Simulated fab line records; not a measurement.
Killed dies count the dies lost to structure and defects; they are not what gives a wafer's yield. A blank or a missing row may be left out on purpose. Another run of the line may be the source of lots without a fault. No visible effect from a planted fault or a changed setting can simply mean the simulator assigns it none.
fab line records -- flow sky130
record lots=12, wafers=36, last_day=50
route steps=708 shown LI_CONTACT@383 LOCAL_INTERCONNECT@388 PAD_OPEN@708
lots with no fault: from the same line, run without faults
start_h: hours from the record's first day to the start of the lot's first wafer shown -- wait_h: hours from the lot's prior step to this one -- " the same as in the row above -- L1.1+2: a single row standing in for several wafers -- - no value, or no start given -- * or withheld: withheld -- < > ~ a bound
route shown NAME@n: a module of which the file shows steps, and the number in the route of the first -- usual: mean/standard deviation taken from wafers without a fault -- same: alike in all rows -- chamber/n: place in a boat -- sites: per-site readings -- _std_site: standard deviation across them -- _edge_site: outer sites' mean less inner sites' -- radius_mm: for every site, how far away it sits from the centre of the wafer -- mask NAME#n: copy n -- behind: the most recent tool/chamber to have shaped the wafer -- hold: what put the lot on hold/how long, in hours/how the hold closed -- device: transistor that didn't switch, given as n, p or np -- end of line: the tests these same wafers got at the end of their route -- a step given without rows: its recipe and nothing more -- killed: not the wafer's yield, but the dies lost to structure and defects at the first sort -- map: shows each die of a wafer: x if killed, . if not, _ if none is there
set.NAME: setting as actually run; set.NAME@STEP: the setting as run at that earlier step -- model.NAME: the simulator's own value behind a step, which no gauge read
one table for each step of the route and one row for each wafer, over a sample of lots
services: when a tool's chamber went out of use (start_h, in hours from the record's first day, below 0 if earlier), for how many hours, and the reason
## steps
# step SKY_LI_CONTACT_CVD_21
# recipe material=W, target_thk_nm=400, time_s=120.56, temp_c=400, pressure_torr=40
# usual heater_power_w=924/110
# same time_s=120.56
lot.wafer,tool,chamber,start_h,wait_h,heater_power_w
L713.1,cvd_w-01,1,657.39,0.0,882
L713.4,cvd_w-01,1,657.39,0.0,847
L713.6,cvd_w-01,0,657.39,0.0,952
L714.1,cvd_w-01,0,675.30,0.0,987
L714.3,cvd_w-01,0,675.30,0.0,1004
L714.5,cvd_w-01,1,675.30,0.0,861
L715.1,cvd_w-01,0,688.80,0.0,989
L715.2,cvd_w-01,1,688.80,0.0,851
L715.4,cvd_w-01,0,688.80,0.0,1015
L718.1,cvd_w-01,0,714.29,0.0,1020
L718.2,cvd_w-01,1,714.29,0.0,874
L718.6,cvd_w-01,0,714.29,0.0,1019
L720.1,cvd_w-02,1,732.10,0.0,733
L720.3,cvd_w-02,0,732.10,0.0,1031
L720.5,cvd_w-02,1,732.10,0.0,727
L723.1,cvd_w-02,1,768.08,0.0,733
L723.2,cvd_w-02,0,768.08,0.0,1055
L723.4,cvd_w-02,1,768.08,0.0,749
L724.1,cvd_w-01,1,769.09,0.0,872
L724.2,cvd_w-01,0,769.09,0.0,1002
L724.3,cvd_w-01,0,769.09,0.0,990
L726.4,cvd_w-02,0,777.60,0.1,1021
L726.5,cvd_w-02,0,777.60,0.1,1007
L726.6,cvd_w-02,1,777.60,0.1,751
L731.1,cvd_w-02,0,820.81,0.0,1038
L731.3,cvd_w-02,1,820.81,0.0,732
L731.6,cvd_w-02,1,820.81,0.0,733
L734.2,cvd_w-02,0,837.39,0.0,1037
L734.3,cvd_w-02,0,837.39,0.0,1022
L734.4,cvd_w-02,1,837.39,0.0,744
L735.1,cvd_w-01,1,845.97,0.0,886
L735.5,cvd_w-01,0,845.97,0.0,997
L735.6,cvd_w-01,1,845.97,0.0,887
L736.1,cvd_w-01,0,854.93,0.0,1009
L736.4,cvd_w-01,1,854.93,0.0,877
L736.6,cvd_w-01,0,854.93,0.0,982
# step SKY_LOCAL_INTERCONNECT_RS_MEAS_01
# recipe thk_meas_gauge=four-point-probe, reads=TiN_of_LOCAL_INTERCONNECT_SPUTTER_00
# usual LOCAL_INTERCONNECT_TIN_RS=14.14/0.18
lot.wafer,tool,chamber,start_h,wait_h,LOCAL_INTERCONNECT_TIN_RS[ohm/sq]
L713.1,film_metro-03,-,658.06,0.0,14.18
L713.4,film_metro-03,-,658.06,0.0,14.24
L713.6,film_metro-03,-,658.06,0.0,14.19
L714.1,film_metro-04,-,675.97,0.0,14.15
L714.3,film_metro-04,-,675.97,0.0,14.56
L714.5,film_metro-04,-,675.97,0.0,14.11
L715.1,film_metro-04,-,689.47,0.0,14.29
L715.2,film_metro-04,-,689.47,0.0,13.78
L715.4,film_metro-04,-,689.47,0.0,13.87
L718.1,film_metro-02,-,715.61,0.0,13.85
L718.2,film_metro-02,-,715.61,0.0,13.86
L718.6,film_metro-02,-,715.61,0.0,13.91
L720.1,film_metro-03,-,732.77,0.0,13.88
L720.3,film_metro-03,-,732.77,0.0,13.97
L720.5,film_metro-03,-,732.77,0.0,13.83
L723.1,film_metro-02,-,768.75,0.0,14.44
L723.2,film_metro-02,-,768.75,0.0,14.52
L723.4,film_metro-02,-,768.75,0.0,14.47
L724.1,film_metro-04,-,769.76,0.0,14.23
L724.2,film_metro-04,-,769.76,0.0,14.43
L724.3,film_metro-04,-,769.76,0.0,14.32
L726.4,film_metro-03,-,778.29,0.1,14.14
L726.5,film_metro-03,-,778.29,0.1,14.33
L726.6,film_metro-03,-,778.29,0.1,14.33
L731.1,film_metro-03,-,821.48,0.0,13.97
L731.3,film_metro-03,-,821.48,0.0,14.03
L731.6,film_metro-03,-,821.48,0.0,14.05
L734.2,film_metro-02,-,838.07,0.1,14.24
L734.3,film_metro-02,-,838.07,0.1,14.10
L734.4,film_metro-02,-,838.07,0.1,13.98
L735.1,film_metro-02,-,846.63,0.0,14.39
L735.5,film_metro-02,-,846.63,0.0,14.40
L735.6,film_metro-02,-,846.63,0.0,13.90
L736.1,film_metro-02,-,855.60,0.0,14.17
L736.4,film_metro-02,-,855.60,0.0,14.19
L736.6,film_metro-02,-,855.60,0.0,14.08
# step SKY_LOCAL_INTERCONNECT_EXPOSE_08
# recipe mask_id=LI1M, na=0.8, source_shape=annular, sigma_inner=0.55, sigma_outer=0.85, target_cd_nm=170, dose_mj=28
# usual exposure_dose_mJ_cm2=27.97/0.032
lot.wafer,tool,chamber,start_h,wait_h,mask,exposure_dose_mJ_cm2
L713.1,krf_scanner-01,0,672.15,-,LI1M#0,27.98
L713.4,krf_scanner-01,0,672.15,-,LI1M#0,27.96
L713.6,krf_scanner-01,0,672.15,-,LI1M#0,27.98
L714.1,krf_scanner-02,0,689.34,-,LI1M#0,27.99
L714.3,krf_scanner-02,0,689.34,-,LI1M#0,28.01
L714.5,krf_scanner-02,0,689.34,-,LI1M#0,27.95
L715.1,krf_scanner-01,0,703.80,-,LI1M#0,27.93
L715.2,krf_scanner-01,0,703.80,-,LI1M#0,27.94
L715.4,krf_scanner-01,0,703.80,-,LI1M#0,27.93
L718.1,krf_scanner-02,0,729.02,-,LI1M#0,27.94
L718.2,krf_scanner-02,0,729.02,-,LI1M#0,27.97
L718.6,krf_scanner-02,0,729.02,-,LI1M#0,27.97
L720.1,krf_scanner-01,0,746.27,-,LI1M#0,27.95
L720.3,krf_scanner-01,0,746.27,-,LI1M#0,27.98
L720.5,krf_scanner-01,0,746.27,-,LI1M#0,27.98
L723.1,krf_scanner-01,0,782.14,-,LI1M#0,26.24
L723.2,krf_scanner-01,0,782.14,-,LI1M#0,26.24
L723.4,krf_scanner-01,0,782.14,-,LI1M#0,26.21
L724.1,krf_scanner-02,0,783.15,-,LI1M#0,27.97
L724.2,krf_scanner-02,0,783.15,-,LI1M#0,28.04
L724.3,krf_scanner-02,0,783.15,-,LI1M#0,28.01
L726.4,krf_scanner-02,0,791.98,-,LI1M#0,27.94
L726.5,krf_scanner-02,0,791.98,-,LI1M#0,27.99
L726.6,krf_scanner-02,0,791.98,-,LI1M#0,28.00
L731.1,krf_scanner-01,0,835.34,-,LI1M#0,27.97
L731.3,krf_scanner-01,0,835.34,-,LI1M#0,27.97
L731.6,krf_scanner-01,0,835.34,-,LI1M#0,27.92
L734.2,krf_scanner-01,0,852.66,-,LI1M#0,28.01
L734.3,krf_scanner-01,0,852.66,-,LI1M#0,27.97
L734.4,krf_scanner-01,0,852.66,-,LI1M#0,28.00
L735.1,krf_scanner-01,0,860.57,-,LI1M#0,27.92
L735.5,krf_scanner-01,0,860.57,-,LI1M#0,27.91
L735.6,krf_scanner-01,0,860.57,-,LI1M#0,27.91
L736.1,krf_scanner-01,0,870.27,-,LI1M#0,27.97
L736.4,krf_scanner-01,0,870.27,-,LI1M#0,27.93
L736.6,krf_scanner-01,0,870.27,-,LI1M#0,27.91
# step SKY_LOCAL_INTERCONNECT_CD_MEAS_11
# recipe target_cd_nm=170
# usual cd_nm=170.5/1.3
lot.wafer,tool,chamber,start_h,wait_h,cd_nm
L713.1,cd_sem-02,-,685.53,-,170.6
L713.4,cd_sem-02,-,685.53,-,170.6
L713.6,cd_sem-02,-,685.53,-,170.9
L714.1,cd_sem-02,-,702.87,-,168.0
L714.3,cd_sem-02,-,702.87,-,168.7
L714.5,cd_sem-02,-,702.87,-,168.7
L715.1,cd_sem-01,-,716.93,-,169.5
L715.2,cd_sem-01,-,716.93,-,169.5
L715.4,cd_sem-01,-,716.93,-,169.8
L718.1,cd_sem-02,-,742.68,-,170.0
L718.2,cd_sem-02,-,742.68,-,170.4
L718.6,cd_sem-02,-,742.68,-,169.9
L720.1,cd_sem-01,-,759.77,-,171.3
L720.3,cd_sem-01,-,759.77,-,170.4
L720.5,cd_sem-01,-,759.77,-,170.9
L723.1,cd_sem-01,-,795.32,-,141.0
L723.2,cd_sem-01,-,795.32,-,103.7
L723.4,cd_sem-01,-,795.32,-,62.0
L724.1,cd_sem-02,-,796.27,-,170.1
L724.2,cd_sem-02,-,796.27,-,171.4
L724.3,cd_sem-02,-,796.27,-,169.8
L726.4,cd_sem-02,-,804.93,-,172.3
L726.5,cd_sem-02,-,804.93,-,172.9
L726.6,cd_sem-02,-,804.93,-,172.4
L731.1,cd_sem-01,-,849.62,-,169.7
L731.3,cd_sem-01,-,849.62,-,170.0
L731.6,cd_sem-01,-,849.62,-,171.5
L734.2,cd_sem-02,-,866.54,-,170.3
L734.3,cd_sem-02,-,866.54,-,170.8
L734.4,cd_sem-02,-,866.54,-,170.0
L735.1,cd_sem-01,-,874.23,-,171.4
L735.5,cd_sem-01,-,874.23,-,170.6
L735.6,cd_sem-01,-,874.23,-,170.9
L736.1,cd_sem-02,-,883.58,-,170.9
L736.4,cd_sem-02,-,883.58,-,170.9
L736.6,cd_sem-02,-,883.58,-,170.4
# step SKY_LOCAL_INTERCONNECT_ETCH_13
# recipe chemistry=N2/H2, target=BARC, ion_energy_ev=200, bias_w=100, pressure_mtorr=30, n2_flow_sccm=100, h2_flow_sccm=200, icp_w=500, stop_on=SiO2, time_s=45.9, target_depth_a=600
# usual drypump_motor_current_A=5.9/0.5, oes_product_au=0.854/0.0052, throttle_valve_pct=13.226/0.0085
# same time_s=45.9
lot.wafer,tool,chamber,start_h,wait_h,drypump_motor_current_A,oes_product_au,rf_hours_counter_h,throttle_valve_pct
L713.1,rie_metal-01,1,685.69,0.0,5.0,0.853,13,13.223
L713.4,rie_metal-01,0,685.69,0.0,6.3,0.856,-,13.234
L713.6,rie_metal-01,1,685.69,0.0,5.0,0.857,-,13.217
L714.1,rie_metal-01,1,703.03,0.0,5.0,0.854,14,13.227
L714.3,rie_metal-01,1,703.03,0.0,5.0,0.853,-,13.219
L714.5,rie_metal-01,1,703.03,0.0,5.0,0.855,-,13.250
L715.1,rie_metal-04,1,717.09,0.0,6.0,0.866,3,13.226
L715.2,rie_metal-04,0,717.09,0.0,6.2,0.856,14,13.224
L715.4,rie_metal-04,0,717.09,0.0,6.2,0.851,-,13.235
L718.1,rie_metal-02,0,742.84,0.0,6.3,0.851,10,13.216
L718.2,rie_metal-02,1,742.84,0.0,5.4,0.851,4,13.240
L718.6,rie_metal-02,0,742.84,0.0,6.3,0.856,-,13.228
L720.1,rie_metal-02,0,759.93,0.0,6.4,0.852,10,13.220
L720.3,rie_metal-02,1,759.93,0.0,5.4,0.854,-,13.209
L720.5,rie_metal-02,1,759.93,0.0,5.4,0.857,-,13.214
L723.1,rie_metal-01,1,795.48,0.0,5.0,0.850,19,13.229
L723.2,rie_metal-01,0,795.48,0.0,6.3,0.844,1,13.225
L723.4,rie_metal-01,1,795.48,0.0,5.0,0.856,-,13.247
L724.1,rie_metal-02,0,796.43,0.0,6.3,0.846,11,13.194
L724.2,rie_metal-02,1,796.43,0.0,5.4,0.858,5,13.214
L724.3,rie_metal-02,0,796.43,0.0,6.3,0.853,-,13.245
L726.4,rie_metal-02,1,805.05,0.0,5.4,0.860,-,13.224
L726.5,rie_metal-02,0,805.05,0.0,6.4,0.850,-,13.227
L726.6,rie_metal-02,1,805.05,0.0,5.4,0.850,-,13.225
L731.1,rie_metal-02,1,849.78,0.0,5.4,0.860,7,13.229
L731.3,rie_metal-02,1,849.78,0.0,5.4,0.858,-,13.232
L731.6,rie_metal-02,0,849.78,0.0,6.3,0.852,-,13.215
L734.2,rie_metal-01,0,866.68,0.0,6.3,0.860,5,13.230
L734.3,rie_metal-01,0,866.68,0.0,6.3,0.847,-,13.223
L734.4,rie_metal-01,1,866.68,0.0,5.0,0.849,-,13.230
L735.1,rie_metal-02,0,874.39,0.0,6.3,0.855,15,13.230
L735.5,rie_metal-02,1,874.39,0.0,5.4,0.844,-,13.235
L735.6,rie_metal-02,0,874.39,0.0,6.3,0.854,-,13.234
L736.1,rie_metal-01,1,883.74,0.0,5.0,0.855,3,13.218
L736.4,rie_metal-01,0,883.74,0.0,6.3,0.843,-,13.228
L736.6,rie_metal-01,1,883.74,0.0,5.0,0.849,-,13.216
# step SKY_PAD_OPEN_PROBE_99
# usual killed_at_M0_to_M3=43/6.6, killed_at_M4_up=3.2/1.9, killed_at_contacts=25/5.3, killed_at_front_end=16/4.5, killed_at_other=0.3/0.63, killed_dies=87/8.9, killed_on_rim=17/3.7, killed_open=48/7.9, killed_short=39/5.3
# same gross_dies=492, killed_at_back_side=0
lot.wafer,tool,chamber,start_h,wait_h,killed_at_M0_to_M3,killed_at_M4_up,killed_at_contacts,killed_at_front_end,killed_at_other,killed_dies,killed_on_rim,killed_open,killed_short
L715.1,prober-01,-,1087.99,0.1,29,5,24,31,0,89,22,45,43
L715.2,prober-01,-,1088.04,0.1,38,3,31,21,0,93,18,60,33
L715.4,prober-01,-,1088.14,0.2,43,0,33,16,0,92,16,58,32
L718.1,prober-02,-,1107.39,0.1,38,1,28,15,1,83,19,41,42
L718.2,prober-02,-,1107.44,0.1,46,1,29,15,1,92,23,56,36
L718.6,prober-02,-,1107.64,0.2,46,3,18,11,0,78,16,40,38
L720.1,prober-02,-,1118.07,0.1,40,4,26,14,0,84,12,46,36
L720.3,prober-02,-,1118.17,0.2,43,3,25,14,1,86,19,52,34
L720.5,prober-02,-,1118.27,0.2,50,4,20,11,0,85,17,54,31
L723.1,prober-01,-,1143.00,0.1,44,0,213,13,0,270,50,38,40
L723.2,prober-01,-,1143.05,0.1,42,1,437,11,1,492,96,42,30
L723.4,prober-01,-,1143.15,0.2,39,3,441,9,0,492,96,52,32
L724.1,prober-02,-,1148.25,0.1,29,7,34,15,0,85,16,40,45
L724.2,prober-02,-,1148.30,0.1,29,3,29,10,0,71,11,42,29
L724.3,prober-02,-,1148.35,0.2,46,4,28,20,0,98,14,56,42
L726.4,prober-01,-,1153.40,0.2,52,1,22,20,0,95,19,60,35
L726.5,prober-01,-,1153.45,0.2,41,4,18,17,2,82,15,36,43
L726.6,prober-01,-,1153.50,0.2,47,1,20,17,0,85,19,45,39
L736.1,prober-02,-,1201.95,0.1,41,5,34,11,0,91,19,51,40
L736.4,prober-02,-,1202.10,0.2,50,6,24,9,0,89,15,43,46
L736.6,prober-02,-,1202.20,0.2,38,5,31,17,0,91,12,46,45
# killed by level:class
L715.1 CONTACT:geometric_particle:open=13 FIELD_ISO:geometric_particle:short=9 POLY_GATE:geometric_particle:open=8 FIELD_ISO:geometric_particle:open=6 POLY_GATE:geometric_particle:short=6 LOCAL_INTERCONNECT:geometric_particle:short=6 VIA1:geometric_particle:open=6 METAL2:geometric_particle:short=6
L715.2 CONTACT:geometric_particle:open=14 VIA3:geometric_particle:open=11 FIELD_ISO:geometric_particle:open=8 LI_CONTACT:geometric_particle:open=8 VIA2:geometric_particle:open=7 FIELD_ISO:geometric_particle:short=5 CONTACT:geometric_particle:short=5 LOCAL_INTERCONNECT:geometric_particle:short=4
L715.4 CONTACT:geometric_particle:open=14 VIA1:geometric_particle:open=10 VIA2:geometric_particle:short=7 FIELD_ISO:geometric_particle:open=6 LI_CONTACT:geometric_particle:open=6 CONTACT:geometric_particle:short=6 VIA3:geometric_particle:open=6 VIA2:geometric_particle:open=6
L718.1 CONTACT:geometric_particle:open=8 FIELD_ISO:geometric_particle:open=7 LI_CONTACT:geometric_particle:open=7 METAL1:geometric_particle:short=6 VIA3:geometric_particle:open=6 CONTACT:geometric_particle:short=5 VIA2:geometric_particle:short=5 METAL2:geometric_particle:short=4
L718.2 CONTACT:geometric_particle:open=13 VIA1:geometric_particle:open=12 LI_CONTACT:geometric_particle:open=7 FIELD_ISO:geometric_particle:open=6 VIA2:geometric_particle:open=6 METAL2:geometric_particle:short=6 VIA3:geometric_particle:open=4 CONTACT:geometric_particle:short=4
L718.6 VIA1:geometric_particle:open=9 VIA3:geometric_particle:open=8 VIA2:geometric_particle:open=7 VIA1:geometric_particle:short=7 CONTACT:geometric_particle:short=5 CONTACT:geometric_particle:open=5 METAL2:geometric_particle:short=5 FIELD_ISO:geometric_particle:open=3
L720.1 CONTACT:geometric_particle:open=11 LI_CONTACT:geometric_particle:open=9 VIA1:geometric_particle:short=8 VIA1:geometric_particle:open=8 METAL2:geometric_particle:short=6 POLY_GATE:geometric_particle:short=3 METAL1:geometric_particle:short=3 METAL2:geometric_particle:open=3
L720.3 CONTACT:geometric_particle:open=12 VIA1:geometric_particle:open=10 LI_CONTACT:geometric_particle:open=7 METAL1:geometric_particle:short=7 VIA2:geometric_particle:open=7 FIELD_ISO:geometric_particle:open=6 VIA1:geometric_particle:short=5 VIA3:geometric_particle:open=5
L720.5 CONTACT:geometric_particle:open=10 LI_CONTACT:geometric_particle:open=9 VIA2:geometric_particle:open=9 VIA1:geometric_particle:short=8 VIA3:geometric_particle:open=8 METAL1:geometric_particle:short=6 VIA1:geometric_particle:open=6 METAL3:geometric_particle:short=3
L723.1 LOCAL_INTERCONNECT:area_expose=192 VIA1:geometric_particle:open=12 VIA3:geometric_particle:short=7 CONTACT:geometric_particle:open=6 METAL3:geometric_particle:short=6 VIA2:geometric_particle:open=6 LI_CONTACT:geometric_particle:short=5 FIELD_ISO:geometric_particle:short=4
L723.2 LOCAL_INTERCONNECT:area_expose=420 VIA1:geometric_particle:open=10 CONTACT:geometric_particle:open=8 VIA3:geometric_particle:open=6 METAL1:geometric_particle:short=5 VIA1:geometric_particle:short=5 POLY_GATE:geometric_particle:open=4 METAL2:geometric_particle:short=4
L723.4 LOCAL_INTERCONNECT:area_expose=408 CONTACT:geometric_particle:open=11 VIA2:geometric_particle:open=10 LI_CONTACT:geometric_particle:open=9 CONTACT:geometric_particle:short=6 VIA1:geometric_particle:open=6 VIA3:geometric_particle:open=5 VIA1:geometric_particle:short=5
L724.1 LI_CONTACT:geometric_particle:open=9 CONTACT:geometric_particle:open=9 LOCAL_INTERCONNECT:geometric_particle:short=7 FIELD_ISO:geometric_particle:short=6 CONTACT:geometric_particle:short=6 POLY_GATE:geometric_particle:short=4 VIA3:geometric_particle:short=4 VIA1:geometric_particle:short=4
L724.2 CONTACT:geometric_particle:open=12 VIA1:geometric_particle:open=8 CONTACT:geometric_particle:short=6 LI_CONTACT:geometric_particle:open=5 VIA2:geometric_particle:open=5 VIA3:geometric_particle:open=5 POLY_GATE:geometric_particle:short=4 LOCAL_INTERCONNECT:geometric_particle:open=4
L724.3 CONTACT:geometric_particle:open=17 VIA1:geometric_particle:open=12 VIA3:geometric_particle:open=7 FIELD_ISO:geometric_particle:short=6 METAL1:geometric_particle:short=6 FIELD_ISO:geometric_particle:open=5 CONTACT:geometric_particle:short=5 VIA1:geometric_particle:short=5
L726.4 VIA1:geometric_particle:open=19 CONTACT:geometric_particle:open=10 POLY_GATE:geometric_particle:short=7 VIA2:geometric_particle:open=7 FIELD_ISO:geometric_particle:open=6 LI_CONTACT:geometric_particle:open=6 VIA1:geometric_particle:short=5 CONTACT:geometric_particle:short=4
L726.5 VIA1:geometric_particle:open=8 METAL1:geometric_particle:short=6 VIA1:geometric_particle:short=6 VIA2:geometric_particle:open=6 POLY_GATE:geometric_particle:short=5 LI_CONTACT:geometric_particle:short=5 FIELD_ISO:geometric_particle:open=4 LI_CONTACT:geometric_particle:open=4
L726.6 VIA1:geometric_particle:open=12 VIA3:geometric_particle:open=7 VIA1:geometric_particle:short=6 POLY_GATE:geometric_particle:short=5 CONTACT:geometric_particle:open=5 FIELD_ISO:geometric_particle:open=4 VIA2:geometric_particle:open=4 LI_CONTACT:geometric_particle:open=4
L736.1 CONTACT:geometric_particle:open=11 VIA1:geometric_particle:open=11 LI_CONTACT:geometric_particle:open=9 CONTACT:geometric_particle:short=8 VIA2:geometric_particle:open=7 METAL2:geometric_particle:short=6 LOCAL_INTERCONNECT:geometric_particle:short=5 METAL1:geometric_particle:short=5
L736.4 VIA1:geometric_particle:open=11 CONTACT:geometric_particle:open=9 METAL2:geometric_particle:short=8 FIELD_ISO:geometric_particle:short=6 VIA2:geometric_particle:open=6 VIA3:geometric_particle:open=5 CONTACT:geometric_particle:short=5 LI_CONTACT:geometric_particle:open=4
L736.6 CONTACT:geometric_particle:open=15 METAL1:geometric_particle:short=9 LI_CONTACT:geometric_particle:open=7 POLY_GATE:geometric_particle:open=5 METAL4:geometric_particle:short=5 VIA3:geometric_particle:open=4 CONTACT:geometric_particle:short=4 VIA1:geometric_particle:open=4
## services
tool,chamber,start_h,hours,kind
rie_metal-01,-,635.00,0.3,repair
rie_metal-01,-,635.92,4.3,pm
krf_scanner-01,-,644.59,1.0,pm
krf_scanner-02,-,676.09,0.8,pm
rie_metal-02,-,680.37,2.8,pm
rie_metal-01,-,688.33,1.4,pm
cvd_w-01,-,689.40,6.9,pm
cvd_w-02,0,699.32,6.8,repair
krf_scanner-01,-,712.31,1.3,pm
krf_scanner-02,-,716.97,1.3,pm
rie_metal-04,-,720.94,2.8,pm
krf_scanner-02,-,733.17,1.0,pm
krf_scanner-01,-,736.98,0.8,pm
krf_scanner-01,-,758.02,0.9,repair
rie_metal-04,-,761.78,14.6,pm
cvd_w-01,-,779.32,6.0,pm
cvd_w-02,1,779.55,5.0,repair
rie_metal-01,-,783.87,2.3,repair
cvd_w-01,-,785.32,14.6,pm
krf_scanner-01,-,801.42,4.0,pm
rie_metal-02,1,813.17,1.4,repair
krf_scanner-01,-,813.59,1.0,pm
krf_scanner-02,-,844.89,0.8,pm
rie_metal-02,-,867.04,0.4,repair
## key
first_sign step=SKY_LOCAL_INTERCONNECT_EXPOSE_08, reading=exposure_dose_mJ_cm2, direction=down, sigmas=55, usual=*, struck=*
effect step=SKY_LOCAL_INTERCONNECT_CD_MEAS_11, reading=cd_nm, direction=down, sigmas=52, usual=170.5, struck=102.2, through=control_loop
effect step=SKY_PAD_OPEN_PROBE_99, reading=killed_at_contacts, direction=up, sigmas=64, usual=25, struck=364
more_kills_born_at SKY_LOCAL_INTERCONNECT_EXPOSE_08@krf_scanner-01=1020
met_at SKY_LOCAL_INTERCONNECT_EXPOSE_08
struck_lots L723
later_rows_left_out L723.2,L723.4
tester_left_out L723
loop_trim step=SKY_LOCAL_INTERCONNECT_EXPOSE_08, setting=dose, lots=L723
not_acting_at SKY_LI_CONTACT_CVD_21,SKY_LOCAL_INTERCONNECT_RS_MEAS_01,SKY_LOCAL_INTERCONNECT_ETCH_13
onset_between 746.27 782.14
fault kind=process_parameter_drift, tool=krf_scanner-01, chamber=-, onset_h=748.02, steps=SKY_LOCAL_INTERCONNECT_EXPOSE_08, channel=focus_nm, offset=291, spread_by_wafer=0.3, shape=step, end_h=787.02
# tester_left_out: of these lots the tester's yield and bins aren't shown, on N5 and GAA mostly nor the transistor test; their killed dies are dies lost to structure and defects alone, not to doping, threshold or leakage, so they don't give the yield
# later_rows_left_out: the simulator's readings of these wafers behind a module that went badly wrong aren't trusted and aren't shown, but for the sort
# loop_trim: a control loop set the setting to another value than it would have without faults
